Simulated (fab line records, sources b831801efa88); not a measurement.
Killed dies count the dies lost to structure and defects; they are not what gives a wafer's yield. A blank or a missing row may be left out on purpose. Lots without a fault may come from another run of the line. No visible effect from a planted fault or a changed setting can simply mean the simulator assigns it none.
Which tool is to blame? -- flow gf180mcu -- 7 lots with 21 wafers sampled at 2 steps, on a route of 602 steps

WHAT EACH GAUGE READ, for each wafer
GF_HV_LDD_RS_MEAS_53: a four-point-probe measurement.
lot,measured,on,HV_LDD_RS (ohm/sq)
L803,day 12 11:04,film_metro-04,418.4 419.5 419.6
L806,day 13 13:37,film_metro-04,416.8 417.3 417.0
L809,day 14 22:52,film_metro-03,418.1 418.1 416.9
L812,day 16 09:39,film_metro-02,418.6 418.7 419.2
L819,day 18 07:20,film_metro-02,- - -
L823,day 19 12:54,film_metro-04,418.1 418.1 419.4
L825,day 20 01:56,film_metro-04,419.5 419.8 419.2

EACH LOT AND THE TOOL THAT RAN IT (in order: tool; ch and the chambers of the sampled wafers; start)
lot,GF_HV_LDD_IMPLANT_36
L803,"implanter-01 ch 0, day 11 15:37"
L806,"implanter-01 ch 0, day 12 17:11"
L809,"implanter-01 ch 0, day 14 01:22"
L812,"implanter-03 ch 0, day 15 10:53"
L819,"implanter-01 ch 0, day 17 07:08"
L823,"implanter-02 ch 0, day 18 11:50"
L825,"implanter-03 ch 0, day 19 01:25"
- GF_HV_LDD_IMPLANT_36

THE ANSWER, worked out from the rows above alone
Rule: usual is defined by the lots themselves. Put in order of their means at a reading, lots are off if they are a third of the lots or fewer, leave a main group of 4 or more, and stand apart from it by a gap of 3 or more times the standard deviation of the main group's means; of several such gaps the widest counts. Not used: any main group whose means are identical at the precision the tables above print for the reading. A lot without any number at a reading at which 4 lots or more have one is off too. All remaining lots with rows at the step are treated as sound.
Off: L819, seen at GF_HV_LDD_RS_MEAS_53 (HV_LDD_RS). Without a number there: L819. The main group: mean 418.5 ohm/sq, standard deviation 0.85.
If a tool, at a process step before that reading, ran all the lots that are off and no sound lot after the first of them, it fits. The gauges at GF_HV_LDD_RS_MEAS_53 are tried like those tools. Undecided on this evidence; 2 tools fit (implanter-01 at GF_HV_LDD_IMPLANT_36, film_metro-02 at GF_HV_LDD_RS_MEAS_53).

WHAT THE SIMULATOR PUT IN
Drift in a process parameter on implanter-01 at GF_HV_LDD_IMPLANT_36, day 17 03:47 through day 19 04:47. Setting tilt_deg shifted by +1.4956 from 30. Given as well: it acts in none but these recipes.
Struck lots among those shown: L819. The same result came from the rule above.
